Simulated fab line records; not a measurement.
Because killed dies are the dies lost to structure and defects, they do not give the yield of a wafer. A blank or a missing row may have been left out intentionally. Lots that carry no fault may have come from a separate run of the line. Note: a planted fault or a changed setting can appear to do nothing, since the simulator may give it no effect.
A lot that was struck, set against a sound lot -- flow gf180mcu -- 37 out of 602 route steps
Sound: wafers L599.4, L599.5, L599.6. Struck: wafers L601.4, L601.5. (L601.2 of the same lot was not struck and is left out.) The cause comes at the end.
At each step with rows: each side's tool, then ch and its chambers, then its first start. Under that, the readings that differ: sound wafers -- struck wafers -- difference of the means -- sigmas: that difference in standard deviations of wafers without a fault.
alike: a reading whose means differ by less than 2 such deviations, as well as words and numbers matching on both sides. not compared: withheld readings; readings where some wafer has no value; bounds like >300 that might hide an equal value; numbers whose values overlap and for which the record gives no deviation.
A row with sigmas, a row that says differs or no value, or rows on one side alone: a step with any of these is where the two part. When numbers do not overlap yet have no deviation, they are printed without sigmas and do not part them. A reading that every wafer of one side lacks parts them only if that side has two wafers or more.

first, 2 steps without rows for these wafers: GF_M1_PEB_12 (peb time 90 s); GF_M1_DEVELOP_13 (develop time 60 s).
GF_M1_CD_MEAS_14 targets a cd of 230 nm.
  struck on cd_sem-02, day 22 22:14; sound on cd_sem-01, day 22 10:14
  alike: cd_nm
GF_M1_OVL_MEAS_15:
  struck on overlay-01, day 22 22:20; sound on overlay-01, day 22 10:19
  alike: M1_OVL
GF_M1_METAL_ETCH_16: etches the open film in Cl2/BCl3, stops on SiO2, target depth 627.5 nm, time 104.6 s.
  sound on rie_metal-04 ch 0, day 22 10:26; struck on rie_metal-01 ch 0,1, day 22 22:22
  alike: drypump_motor_current_A, he_backside_leak_sccm, oes_product_au, throttle_valve_pct
  not compared: rf_hours_counter_h
then, 4 steps without rows for these wafers: GF_M1_STRIP_17 (strips in O2/N2); GF_M1_STRIP_18 (strips in post etch residue remover, time 1200 s); GF_M1_CLEAN_19 (cleans in DIW); GF_V1_CVD_00 (deposits SiO2, target thk 600 nm, time 100 s).
GF_V1_THK_MEAS_01:
  struck on film_metro-01, day 22 23:07; sound on film_metro-01, day 22 11:11
  alike: V1_CVD_00_THK
GF_V1_CVD_02: deposits SiO2 from TEOS, target thk 850 nm, time 94.851 s.
  sound on pecvd-03 ch 0,1,2, day 22 11:15; struck on pecvd-01 ch 0,1, day 22 23:10
  alike: heater_power_w
GF_V1_THK_MEAS_03:
  struck on film_metro-02, day 22 23:14; sound on film_metro-01, day 22 11:19
  alike: V1_CVD_02_THK
GF_V1_CMP_04: polishes SiO2.
  sound on cmp-02 ch 0,2,3, day 22 11:26; struck on cmp-01 ch 0, day 22 23:20
reading,sound,struck,difference,sigmas
time_to_endpoint_s (s),79 75 74,27 23,-51,-10
model.SiO2_of_V1_CVD_02.thk_nm (nm),633.5 633 633.7,791.8 791.3,+158.1,
  alike: motor_current_A, platen_rpm
GF_V1_BOW_MEAS_05:
  struck on film_metro-04, day 22 23:37; sound on film_metro-02, day 22 11:42
  alike: V1_BOW
then, 8 steps without rows for these wafers: GF_V1_DEHYDRATE_06 (time 60 s); GF_V1_HMDS_07 (prime time 60 s); GF_V1_COAT_08; GF_V1_COAT_09 (resist thk 1000 nm); GF_V1_SOFTBAKE_10 (time 60 s); GF_V1_EXPOSE_11 (exposes mask Via1, target cd 260 nm); GF_V1_PEB_12 (peb time 90 s); GF_V1_DEVELOP_13 (develop time 60 s).
GF_V1_CD_MEAS_14 targets a cd of 260 nm.
  struck on cd_sem-02, day 23 21:18; sound on cd_sem-01, day 23 10:22
  alike: cd_nm
GF_V1_OVL_MEAS_15:
  struck on overlay-02, day 23 21:25; sound on overlay-02, day 23 10:27
  alike: V1_OVL
then, 1 step without rows for these wafers: GF_V1_ETCH_16 (etches BARC in N2/H2).
GF_V1_ETCH_17: etches SiO2 in C4F8/O2/Ar, stops on TiN, target depth 630 nm.
  sound on rie_diel-02 ch 1,2; struck on rie_diel-01 ch 0,3
reading,sound,struck,difference,sigmas
oes_product_au (a.u.),0.856 0.852 0.869,0.962 0.976,+0.110,+23
model.V1.feature_depth_nm (nm),633.5 633 633.7,791.8 791.3,+158.1,
model.etch.depth_nm (nm),633.5 633 633.7,791.8 791.3,+158.1,
then, 3 steps without rows for these wafers: GF_V1_STRIP_18 (strips in O2/N2); GF_V1_STRIP_19 (strips in post etch residue remover, time 1200 s); GF_V1_CLEAN_20 (cleans in DIW).
GF_V1_SPUTTER_21: material Ti, target thk 15 nm, time 80.02 s.
  struck on pvd_sputter-03, day 23 22:26; sound on pvd_sputter-01, day 23 11:32
  alike: throttle_valve_pct
then, 1 step without rows for these wafers: GF_V1_SPUTTER_22 (material TiN, target thk 10 nm, time 40 s).
GF_V1_CVD_23: deposits W, target thk 350 nm, time 105.05 s.
  sound on cvd_w-02 ch 0,1, day 23 11:41; struck on cvd_w-01 ch 0, day 23 22:32
  alike: heater_power_w
GF_V1_RS_MEAS_24: measures by four-point-probe.
  struck on film_metro-02, day 23 22:40; sound on film_metro-02, day 23 11:49
  alike: V1_W_RS
GF_V1_THK_MEAS_25: measures by xrf.
  struck on film_metro-02, day 23 22:47; sound on film_metro-02, day 23 11:54
  alike: V1_W_THK
GF_V1_CMP_26: polishes, stops on SiO2, t overpolish 15 s, target thk 0 nm.
  sound on cmp-01 ch 0,1, day 23 12:14; struck on cmp-02 ch 0,1, day 23 22:50
reading,sound,struck,difference,sigmas
motor_current_A (A),12.2 11.4 12.6,9.9 10.0,-2.1,-2
model.SiO2_of_V1_CVD_02.thk_nm (nm),629.7 629.2 630,788 787.5,+158,
  alike: platen_rpm
GF_M2_SPUTTER_00: material Ti, target thk 37.5 nm, time 150 s.
  struck on pvd_sputter-04, day 23 23:08; sound on pvd_sputter-03, day 23 12:32
  alike: throttle_valve_pct
-- the record jumps here: 9 days lie between the struck wafers' starts before and after (it left off in module M2 and takes up again in module PASSIVATION, whose first step shown is number 602 of the route) --
GF_PASSIVATION_PROBE_99:
  struck on prober-01, day 33 10:43; sound on prober-01, day 33 03:41
reading,sound,struck,difference,sigmas
model.etest.via1_chain.rc_ohm,6.364 6.201 6.447,7.697 10.32,+2.671,
model.etest.met2_comb.leak_log10_a_um,-12.1 -12.07 -12.13,-11.8 -11.53,+0.4,

## WHERE THEY PART
At GF_V1_CMP_04 first; at GF_V1_CMP_26 last (within this record only). Later steps at which nothing parts them and some readings are alike: GF_M2_SPUTTER_00.

WHY: whatever the simulator had introduced
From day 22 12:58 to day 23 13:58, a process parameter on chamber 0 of cmp-01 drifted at GF_V1_CMP_04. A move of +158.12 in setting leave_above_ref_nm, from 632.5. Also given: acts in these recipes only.
